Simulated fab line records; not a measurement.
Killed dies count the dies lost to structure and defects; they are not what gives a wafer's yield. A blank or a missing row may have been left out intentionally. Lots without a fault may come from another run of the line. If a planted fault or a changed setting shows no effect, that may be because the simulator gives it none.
8D (eight disciplines) problem report, filled in by code + flow sky130 + the parts of the form that need people (team, actions taken, sign-off) are left out

== 1. WHAT IS WRONG ==
Mean of run length s at SKY_FIELD_ISO_ETCH_17: 136.8 s across 4 wafers in 3 lots; on wafers with no fault it is 125.8 s (standard deviation 0.35). Relative to the usual mean, that is a shift of +31 standard deviations.
The step: etches Si in HBr/Cl2/O2, target depth 342 nm, time 97.7 s.
Earliest sighting: wafer L921.2 on rie si-01 at day 3 16:49. The record has a number at this step for 36 wafers belonging to 13 lots. By rule, "out" or "out of limits" means more than 4 standard deviations away from the usual mean. Any other wafer with a number is counted as sound.

== 2. WHAT IT IS, AND WHAT IT ISN'T ==
| question                    | is                             | is not                                                                                                         |
|-----------------------------|--------------------------------|----------------------------------------------------------------------------------------------------------------|
| which readings at this step | run length s                   | drypump motor current A, throttle valve pct                                                                    |
| which lots                  | L921, L925, L926               | L914, L915, L916, L927, L928, L930, L932, L933, L935, L936                                                     |
| which wafers of those lots  | L921.2, L925.2, L926.1, L926.2 | L921.4, L925.3                                                                                                 |
| read on which tools         | rie si-01                      | rie si-02                                                                                                      |
| when                        | from day 3 16:49               | up to then (10 sound wafers); but 22 sound wafers of L925, L927, L928, L930, L932, L933, L935, L936 came after |

== 3. WHAT RULES OUT EACH SUSPECT ==
Counting: if a tool at a process step up to the reading ran every lot that is out, it stays a suspect. Sound lots after the first of them don't rule it out here, since some wafers of a struck lot are sound.
- rie si-01 at SKY_FIELD_ISO_ETCH_17 (etches Si in HBr/Cl2/O2, target depth 342 nm, time 97.7 s): kept. It ran every lot that is out, first L921 (day 3 16:49). Its own readings are out on those wafers: run length s.
The count leaves rie si-01 at SKY_FIELD_ISO_ETCH_17.

== 4. THE CAUSE (what the simulator had put in) ==
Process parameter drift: rie si-01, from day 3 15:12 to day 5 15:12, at SKY_FIELD_ISO_ETCH_17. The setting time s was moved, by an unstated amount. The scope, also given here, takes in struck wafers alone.
The count eliminated every tool but this one.

== 5. THE EFFECT CHAIN, in route order ==
One row per reading whose mean, taken over the struck wafers that have a number, lies over 3 standard deviations from the usual. Only readings for which the record gives a usual standard deviation are gone through. hours: the time from each lot's start at the first step in this table that gives one to its start at this step, as a median over the lots. sigmas: the change in usual standard deviations.
| hours | step                  | reading      | usual   | on struck wafers | change | sigmas |
|-------|-----------------------|--------------|---------|------------------|--------|--------|
| 0     | SKY_FIELD_ISO_ETCH_17 | run length s | 125.8 s | 136.8            | +11.0  | +31    |
It contains these process steps:
- SKY_FIELD_ISO_ETCH_17: etches Si in HBr/Cl2/O2, target depth 342 nm, time 97.7 s.
Later measuring or inspecting steps at which every struck wafer that the step has a row for has a number for every such reading, and none has moved that far: SKY_NWELL_TW_MEAS_26, SKY_NWELL_RS_MEAS_29.

== 6. HOW IT WOULD HAVE BEEN CAUGHT EARLIER ==
In this record the first reading out of limits was taken at day 3 16:49, 2 hours after the fault began at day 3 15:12.
